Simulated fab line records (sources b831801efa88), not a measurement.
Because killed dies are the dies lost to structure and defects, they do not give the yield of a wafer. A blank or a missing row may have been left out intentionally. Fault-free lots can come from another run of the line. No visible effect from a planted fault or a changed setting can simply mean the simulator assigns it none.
fab line records    flow sky130
record lots=12  wafers=34  lastDay=50
route steps=708 shown POLY_CUT@317 SD_P@328 SD_N@350 LI_CONTACT@362 PAD_OPEN@708
lots that met no fault: taken from a fault-free run of the same line
startH: the number of hours between the record's first day and the start of the first shown wafer of the lot    waitH: hours since the lot's step before    " as in the row above    L1.1+2: a row that stands for several wafers    - no value, or no start given    * or withheld: withheld    < > ~ a bound
route shown NAME@n: names a module that has steps shown in the file, with the first one's number in the route    usual: average and standard deviation across the fault-free wafers    same: alike in all rows    chamber/n: place in a boat    sites: per-site readings    _std_site: how widely they spread, as a standard deviation    _edge_site: outer sites' mean less inner sites'    radiusMm: how far each site lies from the wafer's centre    mask NAME#n: copy n    behind: the tool/chamber that last shaped the wafer    hold: why the lot went on hold/how many hours it stayed there/how the hold came to an end    device: transistor that didn't switch, given as n, p or np    end of line: tests of these same wafers at the route's end    where a step has no rows: the recipe by itself    killed: dies lost to structure and defects at the first sort, not the wafer's yield    map: the dies of a wafer, with x for killed, . for not killed, _ for no die there
set.NAME: the setting the step ran with; set.NAME@STEP: the setting that earlier step ran with    model.NAME: the simulator's own value behind a step, which no gauge read
the route's steps for a sample of lots (tables are steps, rows are wafers)
services: from which hour (startH, from the record's first day; less than 0 if before it) a tool's chamber was out of use, for how many hours, and why
## steps
# step SKY_POLY_CUT_ETCH_10
# recipe chemistry=N2/H2  target=BARC  ionEnergyEv=200  sourceW=500  biasW=100  pressureMtorr=30  n2FlowSccm=100  h2FlowSccm=200  stopOn=SiO2  timeS=45.9  targetDepthA=600
# usual drypumpMotorCurrentA=6.0/0.33  h2FlowSccm=200.0/0.66  n2FlowSccm=100.0/0.34  oesProductAu=0.855/0.0048  throttleValvePct=13.224/0.0091
lot.wafer  tool        chamber  startH  waitH  drypumpMotorCurrentA  h2FlowSccm  n2FlowSccm  oesProductAu  rfHoursCounterH  throttleValvePct
L916.2     rieDiel-03  1        559.09  0.0    5.5                   200.0       99.7        0.857         26               13.208
L916.3     "           2        "       "      5.3                   199.6       99.9        0.859         71               13.219
L916.5     "           1        "       "      5.5                   199.7       99.7        0.862         -                13.226
L917.4     rieDiel-03  3        564.84  0.0    6.3                   199.1       100.3       0.863         6                13.238
L917.5     "           2        "       "      5.4                   199.7       100.1       0.860         -                13.219
L917.6     "           3        "       "      6.2                   200.0       100.2       0.853         -                13.233
L920.1     rieDiel-01  3        600.59  0.0    5.5                   201.1       100.1       0.848         10               13.225
L920.2     "           0        "       "      6.2                   199.8       100.1       0.861         5                13.214
L920.5     "           3        "       "      5.5                   199.8       100.2       0.853         -                13.220
L921.2     rieDiel-04  0        607.67  0.0    5.7                   199.4       99.8        0.861         6                13.229
L921.3     "           3        "       "      6.3                   201.0       100.2       0.850         5                13.217
L921.6     "           0        "       "      5.7                   200.1       99.7        0.853         -                13.224
L922.1     rieDiel-01  3        611.99  0.0    5.5                   200.3       100.2       0.852         10               13.232
L922.3     "           1        "       "      6.2                   199.7       100.8       0.849         10               13.206
L922.4     "           0        "       "      6.2                   199.7       100.1       0.854         5                13.221
L926.3     rieDiel-04  1        642.82  0.0    6.3                   198.6       100.2       0.849         46               13.227
L926.4     "           3        "       "      6.3                   199.7       100.2       0.850         -                13.211
L926.6     "           1        "       "      6.3                   200.3       100.4       0.850         -                13.223
L927.1     rieDiel-01  0        651.22  0.0    6.2                   199.7       100.0       0.854         6                13.231
L927.3     "           2        "       "      6.0                   200.0       100.1       0.857         14               13.217
L927.5     "           1        "       "      6.2                   200.0       100.4       0.857         -                13.203
L928.1     rieDiel-01  0        659.22  0.0    6.2                   199.9       100.7       0.859         6                13.219
L928.6     "           1        "       "      6.2                   200.4       100.4       0.866         -                13.239
L930.1     rieDiel-03  1        675.07  0.0    5.6                   199.7       99.5        0.875         29               13.233
L930.4     "           2        "       "      5.4                   199.4       99.7        0.855         1                13.231
L937.3     rieDiel-04  2        732.77  0.0    6.6                   199.3       99.7        0.857         1                13.229
L937.4     "           1        "       "      6.2                   200.3       99.7        0.861         49               13.217
L937.5     "           3        "       "      6.3                   199.5       100.0       0.850         -                13.217
L938.2     rieDiel-01  1        734.12  0.0    6.2                   199.6       99.6        0.855         12               13.222
L938.4     "           0        "       "      6.2                   199.6       99.4        0.854         8                13.227
L938.6     "           2        "       "      5.9                   199.5       99.9        0.861         -                13.228
L939.1     rieDiel-01  1        741.52  0.0    6.2                   201.3       99.9        0.858         12               13.233
L939.3     "           3        "       "      5.5                   199.8       99.6        0.853         13               13.235
L939.6     "           2        "       "      5.9                   202.5       99.7        0.857         -                13.229
# step SKY_SD_P_OVL_MEAS_08
# usual SD_P_OVL=-0.3/1.1
lot.wafer  tool        chamber  startH  waitH  SD_P_OVL[nm]
L916.2     overlay-01  -        587.46  0.1    -1.1
L916.3     "           -        "       "      0.0
L916.5     "           -        "       "      -0.5
L917.4     overlay-02  -        594.55  0.1    -0.1
L917.5     "           -        "       "      0.0
L917.6     "           -        "       "      -1.2
L920.1     overlay-01  -        629.80  0.1    -0.9
L920.2     "           -        "       "      -0.8
L920.5     "           -        "       "      1.2
L921.2     overlay-01  -        637.59  0.1    -0.2
L921.3     "           -        "       "      0.6
L921.6     "           -        "       "      0.1
L922.1     overlay-01  -        640.84  0.1    -2.1
L922.3     "           -        "       "      -2.2
L922.4     "           -        "       "      -1.2
L926.3     overlay-01  -        672.12  0.1    -1.1
L926.4     "           -        "       "      -1.0
L926.6     "           -        "       "      -1.6
L927.1     overlay-01  -        679.99  0.1    0.1
L927.3     "           -        "       "      -0.5
L927.5     "           -        "       "      0.5
L928.1     overlay-02  -        688.39  0.1    0.7
L928.6     "           -        "       "      0.6
L930.1     overlay-01  -        703.40  0.1    0.3
L930.4     "           -        "       "      1.4
L937.3     overlay-02  -        759.55  0.1    -2.9
L937.4     "           -        "       "      -0.9
L937.5     "           -        "       "      0.8
L938.2     overlay-02  -        761.46  0.1    -2.1
L938.4     "           -        "       "      -0.7
L938.6     "           -        "       "      0.1
L939.1     overlay-01  -        768.80  0.1    -1.3
L939.3     "           -        "       "      -0.7
L939.6     "           -        "       "      -0.3
# step SKY_SD_N_OVL_MEAS_08
# usual SD_N_OVL=0.5/1.3
lot.wafer  tool        chamber  startH  waitH  SD_N_OVL[nm]
L916.2     overlay-02  -        647.39  0.1    -1.0
L916.3     "           -        "       "      0.6
L916.5     "           -        "       "      2.0
L917.4     overlay-02  -        653.55  0.1    -1.0
L917.5     "           -        "       "      0.9
L917.6     "           -        "       "      0.5
L920.1     overlay-01  -        687.58  0.1    -0.3
L920.2     "           -        "       "      -0.4
L920.5     "           -        "       "      -1.5
L921.2     overlay-02  -        695.69  0.1    1.3
L921.3     "           -        "       "      1.2
L921.6     "           -        "       "      0.9
L922.1     overlay-01  -        699.13  0.1    0.0
L922.3     "           -        "       "      0.3
L922.4     "           -        "       "      0.9
L926.3     overlay-01  -        729.80  0.1    1.6
L926.4     "           -        "       "      1.7
L926.6     "           -        "       "      3.6
L927.1     overlay-01  -        736.54  0.1    1.4
L927.3     "           -        "       "      0.7
L927.5     "           -        "       "      -0.1
L928.1     overlay-01  -        745.19  0.1    -2.8
L928.6     "           -        "       "      -2.1
L930.1     overlay-01  -        758.94  0.1    -1.4
L930.4     "           -        "       "      -2.7
L937.3     overlay-02  -        812.20  0.1    0.1
L937.4     "           -        "       "      0.8
L937.5     "           -        "       "      0.4
L938.2     overlay-01  -        814.99  0.1    0.6
L938.4     "           -        "       "      -1.0
L938.6     "           -        "       "      0.9
L939.1     overlay-01  -        820.79  0.1    -0.1
L939.3     "           -        "       "      0.5
L939.6     "           -        "       "      -0.7
# step SKY_LI_CONTACT_HDPCVD_00
# recipe material=PSG  targetThkNm=930  sigmaOpenFrac=0.3  timeS=155  tempC=600  sih4FlowSccm=60  pressureMtorr=6
# usual pressureMtorr=5.997/0.013  runLengthS=183.1/0.43
lot.wafer  tool       chamber  startH  waitH  pressureMtorr  runLengthS
L916.2     hdpcvd-02  1        648.48  0.0    5.980          183.1
L916.3     "          0        "       "      5.987          182.4
L916.5     "          2        "       "      6.019          182.8
L917.4     hdpcvd-02  2        654.69  0.1    6.007          183.6
L917.5     "          1        "       "      5.989          182.9
L917.6     "          0        "       "      6.005          182.6
L920.1     hdpcvd-01  0        688.68  0.0    5.998          183.0
L920.2     "          2        "       "      5.990          183.3
L920.5     "          0        "       "      5.995          182.9
L921.2     hdpcvd-02  0        696.78  0.0    5.963          182.5
L921.3     "          2        "       "      5.985          182.8
L921.6     "          0        "       "      6.002          182.3
L922.1     hdpcvd-01  2        700.23  0.0    5.991          183.7
L922.3     "          0        "       "      5.988          183.5
L922.4     "          0        "       "      5.976          183.1
L926.3     hdpcvd-01  2        730.88  0.0    6.005          183.3
L926.4     "          1        "       "      5.999          184.0
L926.6     "          0        "       "      6.009          183.0
L927.1     hdpcvd-01  2        737.64  0.0    5.993          227.6
L927.3     "          1        "       "      6.008          183.5
L927.5     "          1        "       "      5.993          183.5
L928.1     hdpcvd-01  1        746.29  0.0    5.999          227.7
L928.6     "          2        "       "      6.003          183.2
L930.1     hdpcvd-01  1        760.09  0.0    5.992          227.5
L930.4     "          1        "       "      5.995          228.4
L937.3     hdpcvd-02  2        813.29  0.0    5.980          183.1
L937.4     "          0        "       "      6.005          182.9
L937.5     "          1        "       "      6.019          183.2
L938.2     hdpcvd-02  2        816.09  0.0    5.997          183.5
L938.4     "          1        "       "      6.020          183.6
L938.6     "          2        "       "      5.994          183.1
L939.1     hdpcvd-02  2        821.88  0.0    5.977          183.1
L939.3     "          0        "       "      5.985          182.2
L939.6     "          2        "       "      5.984          182.7
# step SKY_LI_CONTACT_THK_MEAS_01
# recipe reads=PSG_of_LI_CONTACT_HDPCVD_00
# usual LI_CONTACT_HDPCVD_THK=930/14
lot.wafer  tool          chamber  startH  waitH  LI_CONTACT_HDPCVD_THK[nm]
L916.2     filmMetro-04  -        648.60  0.1    922
L916.3     "             -        "       "      925
L916.5     "             -        "       "      940
L917.4     filmMetro-04  -        654.77  0.0    950
L917.5     "             -        "       "      929
L917.6     "             -        "       "      938
L920.1     filmMetro-03  -        688.78  0.1    940
L920.2     "             -        "       "      931
L920.5     "             -        "       "      932
L921.2     filmMetro-03  -        696.89  0.1    944
L921.3     "             -        "       "      947
L921.6     "             -        "       "      942
L922.1     filmMetro-03  -        700.33  0.1    923
L922.3     "             -        "       "      923
L922.4     "             -        "       "      916
L926.3     filmMetro-02  -        731.01  0.1    915
L926.4     "             -        "       "      928
L926.6     "             -        "       "      932
L927.1     filmMetro-03  -        737.74  0.1    1173
L927.3     "             -        "       "      913
L927.5     "             -        "       "      924
L928.1     filmMetro-03  -        746.40  0.1    1202
L928.6     "             -        "       "      920
L930.1     filmMetro-02  -        760.19  0.1    1199
L930.4     "             -        "       "      1186
L937.3     filmMetro-04  -        813.41  0.1    932
L937.4     "             -        "       "      913
L937.5     "             -        "       "      919
L938.2     filmMetro-03  -        816.20  0.1    953
L938.4     "             -        "       "      940
L938.6     "             -        "       "      951
L939.1     filmMetro-03  -        821.99  0.1    940
L939.3     "             -        "       "      915
L939.6     "             -        "       "      953
# step SKY_LI_CONTACT_CMP_02
# recipe material=PSG  downForcePsi=4  platenRpm=60  padVelocityMS=0.94248
# usual motorCurrentA=11.6/0.93  timeToEndpointS=34/3.7
lot.wafer  tool    chamber  startH  waitH  motorCurrentA  timeToEndpointS
L916.2     cmp-01  0        648.70  0.1    13.0           30
L916.3     "       1        "       "      10.3           34
L916.5     "       0        "       "      12.2           33
L917.4     cmp-02  1        654.85  0.1    13.1           40
L917.5     "       0        "       "      10.1           32
L917.6     "       1        "       "      12.1           37
L920.1     cmp-01  2        688.84  0.1    11.0           37
L920.2     "       3        "       "      11.5           34
L920.5     "       3        "       "      12.6           33
L921.3     cmp-02  3        696.99  0.1    11.8           43
L921.2     "       1        "       "      12.4           44
L921.6     "       3        "       "      11.1           42
L922.1     cmp-01  2        700.39  0.1    10.3           37
L922.4     "       3        "       "      12.3           29
L922.3     "       0        "       "      12.6           34
L926.3     cmp-01  0        731.10  0.1    12.4           32
L926.4     "       1        "       "      11.3           34
L926.6     "       3        "       "      11.6           34
L927.1     cmp-02  3        737.85  0.1    11.5           62
L927.3     "       1        "       "      12.1           37
L927.5     "       3        "       "      11.7           37
L928.1     cmp-01  3        746.61  0.2    11.9           61
L928.6     "       0        "       "      12.9           33
L930.4     cmp-02  0        760.35  0.1    10.2           53
L930.1     "       1        "       "      12.1           61
L937.3     cmp-02  2        813.45  0.0    12.4           38
L937.4     "       1        "       "      12.7           36
L937.5     "       2        "       "      12.5           38
L938.4     cmp-01  1        816.30  0.1    10.7           38
L938.2     "       2        "       "      10.5           39
L938.6     "       1        "       "      11.1           38
L939.3     cmp-01  2        822.12  0.1    10.7           33
L939.1     "       0        "       "      12.9           35
L939.6     "       1        "       "      10.8           38
# step SKY_PAD_OPEN_PROBE_99
# usual killed_at_M0_to_M3=42/6.1  killed_at_M4_up=3.4/2  killedAtContacts=23/4.8  killedAtFrontEnd=15/3.8  killedAtOther=0.3/0.48  killedDies=84/8.5  killedOpen=46/6.8  killedShort=38/6.2
# same grossDies=492  killedAtBackSide=0
lot.wafer  tool       chamber  startH   waitH  killed_at_M0_to_M3  killed_at_M4_up  killedAtContacts  killedAtFrontEnd  killedAtOther  killedDies  killedOpen  killedShort
L916.2     prober-01  -        1079.49  0.1    45                  2                30                16                1              94          51          42
L916.3     prober-01  -        1079.54  0.2    38                  3                23                16                0              80          44          35
L916.5     prober-01  -        1079.64  0.2    37                  2                25                14                1              79          47          32
L917.4     prober-02  -        1083.79  0.2    38                  3                25                14                0              80          55          25
L917.5     prober-02  -        1083.84  0.2    55                  3                21                20                0              99          51          48
L917.6     prober-02  -        1083.89  0.2    34                  5                26                16                0              81          45          36
L920.1     prober-01  -        1110.54  0.1    47                  6                22                22                1              98          59          39
L920.2     prober-01  -        1110.59  0.1    45                  3                27                18                1              94          56          38
L920.5     prober-01  -        1110.74  0.2    49                  3                19                14                0              85          40          45
L921.2     prober-02  -        1112.09  0.1    43                  3                27                14                0              87          52          35
L921.3     prober-02  -        1112.14  0.2    39                  4                26                13                0              82          50          32
L921.6     prober-02  -        1112.29  0.2    48                  3                25                13                0              89          48          41
L922.1     prober-01  -        1116.94  0.1    38                  5                31                10                0              84          41          43
L922.3     prober-01  -        1117.04  0.2    37                  1                26                15                0              79          41          38
L922.4     prober-01  -        1117.09  0.2    29                  5                24                6                 0              64          37          27
L926.3     prober-01  -        1140.69  0.2    41                  3                23                19                0              86          47          39
L926.4     prober-01  -        1140.74  0.2    35                  1                24                16                0              76          44          32
L926.6     prober-01  -        1140.84  0.2    47                  4                18                16                0              85          51          34
L927.1     prober-02  -        1144.88  0.1    38                  3                16                20                1              78          37          40
L927.3     prober-02  -        1144.98  0.2    35                  4                20                16                0              75          35          40
L927.5     prober-02  -        1145.08  0.2    51                  4                24                21                0              100         48          50
L928.1     prober-01  -        1146.73  0.1    43                  4                29                12                1              89          53          36
L928.6     prober-01  -        1146.98  0.2    41                  2                22                15                0              80          41          39
L930.1     prober-01  -        1161.07  0.1    35                  1                24                13                1              74          45          29
L930.4     prober-01  -        1161.22  0.2    44                  3                20                14                0              81          37          44
L937.3     prober-01  -        1192.27  0.2    51                  3                31                11                0              96          58          37
L937.4     prober-01  -        1192.32  0.2    42                  2                28                20                0              92          51          40
L937.5     prober-01  -        1192.37  0.2    43                  9                26                17                0              95          47          48
L938.2     prober-02  -        1194.38  0.1    46                  2                26                20                0              94          42          51
L938.4     prober-02  -        1194.48  0.2    37                  3                31                11                0              82          43          39
L938.6     prober-02  -        1194.58  0.2    38                  2                21                14                0              75          38          37
L939.3     prober-01  -        1198.13  0.2    30                  4                33                15                0              82          55          27
L939.6     prober-01  -        1198.28  0.2    43                  4                18                13                0              78          43          35
# killed by level:class
L916.2 VIA1:geometricParticle:open=10 LI_CONTACT:geometricParticle:open=10 CONTACT:geometricParticle:open=8 VIA3:geometricParticle:open=8 METAL2:geometricParticle:short=7 VIA3:geometricParticle:short=7 POLY_GATE:geometricParticle:open=5 LOCAL_INTERCONNECT:geometricParticle:short=5
L916.3 LI_CONTACT:geometricParticle:open=13 VIA1:geometricParticle:open=11 VIA3:geometricParticle:open=7 METAL2:geometricParticle:short=6 CONTACT:geometricParticle:open=5 VIA2:geometricParticle:short=5 FIELD_ISO:geometricParticle:short=4 FIELD_ISO:geometricParticle:open=3
L916.5 CONTACT:geometricParticle:open=10 VIA1:geometricParticle:open=8 CONTACT:geometricParticle:short=6 VIA3:geometricParticle:open=6 METAL2:geometricParticle:short=5 VIA2:geometricParticle:open=5 FIELD_ISO:geometricParticle:short=4 LI_CONTACT:geometricParticle:open=4
L917.4 CONTACT:geometricParticle:open=13 VIA1:geometricParticle:open=13 LI_CONTACT:geometricParticle:open=8 VIA3:geometricParticle:open=6 POLY_GATE:geometricParticle:open=5 VIA1:geometricParticle:short=4 METAL2:geometricParticle:short=4 POLY_GATE:geometricParticle:short=3
L917.5 VIA1:geometricParticle:open=12 CONTACT:geometricParticle:open=8 POLY_GATE:geometricParticle:short=6 METAL1:geometricParticle:short=6 METAL2:geometricParticle:short=6 VIA3:geometricParticle:open=6 POLY_GATE:geometricParticle:open=5 LI_CONTACT:geometricParticle:open=5
L917.6 CONTACT:geometricParticle:open=11 VIA1:geometricParticle:open=10 LI_CONTACT:geometricParticle:open=7 FIELD_ISO:geometricParticle:short=6 VIA2:geometricParticle:open=6 VIA1:geometricParticle:short=5 METAL4:geometricParticle:short=5 CONTACT:geometricParticle:short=4
L920.1 CONTACT:geometricParticle:open=12 VIA1:geometricParticle:open=10 FIELD_ISO:geometricParticle:open=7 VIA3:geometricParticle:open=7 VIA1:geometricParticle:short=7 FIELD_ISO:geometricParticle:short=6 METAL1:geometricParticle:short=5 VIA2:geometricParticle:open=5
L920.2 CONTACT:geometricParticle:open=12 VIA1:geometricParticle:open=10 METAL2:geometricParticle:short=8 LI_CONTACT:geometricParticle:open=7 VIA2:geometricParticle:open=7 FIELD_ISO:geometricParticle:short=5 VIA3:geometricParticle:open=5 FIELD_ISO:geometricParticle:open=4
L920.5 CONTACT:geometricParticle:open=11 VIA2:geometricParticle:open=8 FIELD_ISO:geometricParticle:short=7 METAL2:geometricParticle:short=7 METAL1:geometricParticle:short=6 VIA1:geometricParticle:short=5 VIA3:geometricParticle:open=5 FIELD_ISO:geometricParticle:open=4
L921.2 VIA1:geometricParticle:open=13 CONTACT:geometricParticle:open=11 LI_CONTACT:geometricParticle:open=7 VIA3:geometricParticle:open=7 POLY_GATE:geometricParticle:short=6 METAL1:geometricParticle:short=5 FIELD_ISO:geometricParticle:short=4 CONTACT:geometricParticle:short=4
L921.3 CONTACT:geometricParticle:open=11 VIA1:geometricParticle:open=11 LI_CONTACT:geometricParticle:open=6 VIA2:geometricParticle:open=6 LOCAL_INTERCONNECT:geometricParticle:short=5 FIELD_ISO:geometricParticle:open=3 FIELD_ISO:geometricParticle:short=3 POLY_GATE:geometricParticle:open=3
L921.6 CONTACT:geometricParticle:open=9 METAL1:geometricParticle:short=7 VIA2:geometricParticle:open=7 FIELD_ISO:geometricParticle:open=6 VIA3:geometricParticle:open=6 VIA1:geometricParticle:open=5 LI_CONTACT:geometricParticle:short=5 CONTACT:geometricParticle:short=5
L922.1 LI_CONTACT:geometricParticle:open=12 VIA2:geometricParticle:open=6 LOCAL_INTERCONNECT:geometricParticle:short=6 CONTACT:geometricParticle:short=5 VIA1:geometricParticle:open=5 METAL2:geometricParticle:short=5 LI_CONTACT:geometricParticle:short=4 CONTACT:geometricParticle:open=4
L922.3 CONTACT:geometricParticle:open=9 VIA1:geometricParticle:open=9 CONTACT:geometricParticle:short=5 VIA1:geometricParticle:short=5 VIA3:geometricParticle:open=5 FIELD_ISO:geometricParticle:short=4 LOCAL_INTERCONNECT:geometricParticle:short=4 VIA2:geometricParticle:open=4
L922.4 VIA1:geometricParticle:open=12 LI_CONTACT:geometricParticle:open=7 CONTACT:geometricParticle:open=7 CONTACT:geometricParticle:short=4 METAL1:geometricParticle:short=4 VIA1:geometricParticle:short=4 METAL4:geometricParticle:short=4 FIELD_ISO:geometricParticle:open=3
L926.3 CONTACT:geometricParticle:open=10 FIELD_ISO:geometricParticle:open=7 VIA1:geometricParticle:open=7 CONTACT:geometricParticle:short=6 VIA2:geometricParticle:open=6 VIA3:geometricParticle:open=5 FIELD_ISO:geometricParticle:short=4 LI_CONTACT:geometricParticle:short=4
L926.4 VIA1:geometricParticle:open=8 CONTACT:geometricParticle:open=7 FIELD_ISO:geometricParticle:short=6 LI_CONTACT:geometricParticle:open=6 VIA3:geometricParticle:open=6 METAL1:geometricParticle:short=6 VIA2:geometricParticle:open=6 FIELD_ISO:geometricParticle:open=4
L926.6 VIA1:geometricParticle:open=12 FIELD_ISO:geometricParticle:open=8 VIA2:geometricParticle:open=7 LI_CONTACT:geometricParticle:open=6 CONTACT:geometricParticle:open=6 METAL2:geometricParticle:short=6 VIA3:geometricParticle:open=6 METAL1:geometricParticle:short=5
L927.1 VIA1:geometricParticle:open=9 VIA3:geometricParticle:open=8 CONTACT:geometricParticle:short=7 FIELD_ISO:geometricParticle:short=6 FIELD_ISO:geometricParticle:open=5 POLY_GATE:geometricParticle:short=5 VIA3:geometricParticle:short=5 LI_CONTACT:geometricParticle:open=4
L927.3 VIA2:geometricParticle:open=7 FIELD_ISO:geometricParticle:short=6 VIA1:geometricParticle:open=6 POLY_GATE:geometricParticle:short=5 CONTACT:geometricParticle:open=5 VIA3:geometricParticle:short=5 LI_CONTACT:geometricParticle:short=4 LI_CONTACT:geometricParticle:open=4
L927.5 POLY_GATE:geometricParticle:open=9 VIA1:geometricParticle:open=8 VIA3:geometricParticle:open=8 LOCAL_INTERCONNECT:geometricParticle:short=7 CONTACT:geometricParticle:open=7 METAL2:geometricParticle:short=7 VIA2:geometricParticle:short=6 LI_CONTACT:geometricParticle:open=5
L928.1 VIA3:geometricParticle:open=10 VIA1:geometricParticle:open=9 LI_CONTACT:geometricParticle:open=7 CONTACT:geometricParticle:open=7 POLY_GATE:geometricParticle:open=5 LOCAL_INTERCONNECT:geometricParticle:short=5 CONTACT:geometricParticle:short=5 POLY_GATE:geometricParticle:short=4
L928.6 CONTACT:geometricParticle:open=10 VIA1:geometricParticle:open=8 METAL1:geometricParticle:short=7 VIA1:geometricParticle:short=7 FIELD_ISO:geometricParticle:open=4 LI_CONTACT:geometricParticle:open=4 VIA2:geometricParticle:open=4 METAL3:geometricParticle:short=4
L930.1 VIA1:geometricParticle:open=9 LI_CONTACT:geometricParticle:open=8 CONTACT:geometricParticle:open=7 CONTACT:geometricParticle:short=7 VIA3:geometricParticle:open=6 METAL2:geometricParticle:short=5 VIA2:geometricParticle:open=4 FIELD_ISO:geometricParticle:open=3
L930.4 CONTACT:geometricParticle:short=9 VIA1:geometricParticle:open=9 VIA3:geometricParticle:open=8 VIA1:geometricParticle:short=6 METAL1:geometricParticle:short=5 FIELD_ISO:geometricParticle:open=4 CONTACT:geometricParticle:open=4 VIA2:geometricParticle:short=4
L937.3 VIA1:geometricParticle:open=18 CONTACT:geometricParticle:open=12 LI_CONTACT:geometricParticle:open=7 METAL1:geometricParticle:short=7 VIA2:geometricParticle:open=6 VIA3:geometricParticle:open=5 VIA3:geometricParticle:short=5 FIELD_ISO:geometricParticle:short=4
L937.4 LI_CONTACT:geometricParticle:open=7 VIA1:geometricParticle:short=7 CONTACT:geometricParticle:open=7 VIA1:geometricParticle:open=7 VIA3:geometricParticle:open=7 FIELD_ISO:geometricParticle:open=6 LOCAL_INTERCONNECT:geometricParticle:short=6 VIA2:geometricParticle:open=6
L937.5 VIA1:geometricParticle:open=12 VIA1:geometricParticle:short=8 METAL4:geometricParticle:short=7 LI_CONTACT:geometricParticle:open=6 CONTACT:geometricParticle:open=6 FIELD_ISO:geometricParticle:open=5 LI_CONTACT:geometricParticle:short=5 CONTACT:geometricParticle:short=5
L938.2 CONTACT:geometricParticle:short=9 METAL2:geometricParticle:short=9 METAL1:geometricParticle:short=8 CONTACT:geometricParticle:open=7 VIA1:geometricParticle:open=7 POLY_GATE:geometricParticle:short=5 LI_CONTACT:geometricParticle:open=5 VIA2:geometricParticle:open=5
L938.4 METAL1:geometricParticle:short=12 LI_CONTACT:geometricParticle:open=10 CONTACT:geometricParticle:short=7 CONTACT:geometricParticle:open=7 VIA2:geometricParticle:open=6 VIA3:geometricParticle:open=6 FIELD_ISO:geometricParticle:open=4 LOCAL_INTERCONNECT:geometricParticle:short=4
L938.6 CONTACT:geometricParticle:open=7 VIA1:geometricParticle:open=6 METAL1:geometricParticle:short=5 LOCAL_INTERCONNECT:geometricParticle:short=5 VIA2:geometricParticle:open=5 FIELD_ISO:geometricParticle:short=4 FIELD_ISO:geometricParticle:open=4 VIA3:geometricParticle:short=4
L939.3 LI_CONTACT:geometricParticle:open=11 CONTACT:geometricParticle:open=10 VIA3:geometricParticle:open=10 FIELD_ISO:geometricParticle:open=7 VIA1:geometricParticle:open=5 CONTACT:geometricParticle:short=4 VIA3:geometricParticle:short=4 FIELD_ISO:geometricParticle:short=3
L939.6 CONTACT:geometricParticle:open=11 VIA1:geometricParticle:open=9 VIA3:geometricParticle:open=9 METAL1:geometricParticle:short=6 METAL2:geometricParticle:short=4 VIA2:geometricParticle:short=4 FIELD_ISO:geometricParticle:open=3 FIELD_ISO:geometricParticle:short=3
## services
tool        chamber  startH  hours  kind
hdpcvd-01   2        553.61  9.0    repair
cmp-02      -        562.07  16.5   repair
cmp-01      -        572.00  4.0    pm
rieDiel-01  0        573.92  11.8   repair
cmp-01      -        578.70  13.8   pm
cmp-01      -        592.75  0.3    repair
cmp-01      -        600.85  1.1    repair
cmp-02      -        603.80  2.0    repair
cmp-02      -        604.82  1.6    repair
hdpcvd-01   2        605.43  8.7    repair
hdpcvd-01   0        629.65  4.3    repair
cmp-02      -        632.99  0.4    repair
hdpcvd-02   2        633.46  6.4    repair
cmp-02      -        637.11  0.3    repair
hdpcvd-01   0        643.98  3.6    repair
hdpcvd-01   -        650.75  15.0   pm
cmp-01      -        652.94  2.8    repair
hdpcvd-02   -        665.97  0.4    repair
rieDiel-01  3        671.04  12.9   repair
cmp-01      -        689.83  3.4    pm
cmp-01      -        714.32  6.7    pm
cmp-01      -        721.88  2.1    repair
cmp-01      -        754.79  1.3    repair
cmp-01      -        802.97  4.3    repair
## key
firstSign step=SKY_LI_CONTACT_HDPCVD_00  reading=runLengthS  direction=up  sigmas=99+  usual=*  struck=*
effect step=SKY_LI_CONTACT_THK_MEAS_01  reading=LI_CONTACT_HDPCVD_THK  direction=up  sigmas=19  usual=930  struck=1190
effect step=SKY_LI_CONTACT_CMP_02  reading=timeToEndpointS  direction=up  sigmas=6.8  usual=*  struck=*
metAt SKY_LI_CONTACT_HDPCVD_00
struckLots L927,L928,L930
struckWafers L927.1,L928.1,L930.1,L930.4
testerLeftOut L927,L928,L930
notActingAt SKY_POLY_CUT_ETCH_10,SKY_SD_P_OVL_MEAS_08,SKY_SD_N_OVL_MEAS_08
onsetBetween 730.88 737.64
fault kind=processParameterDrift  tool=hdpcvd-01  chamber=-  onsetH=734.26  steps=SKY_LI_CONTACT_HDPCVD_00  channel=timeS  offset=*  shape=step  endH=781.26  scope=struckWafersOnly  actsIn=*  stated=*
# testerLeftOut: of these lots the tester's yield and bins aren't shown, on N5 and GAA mostly nor the transistor test; their killed dies are dies lost to structure and defects alone, not to doping, threshold or leakage, so they don't give the yield
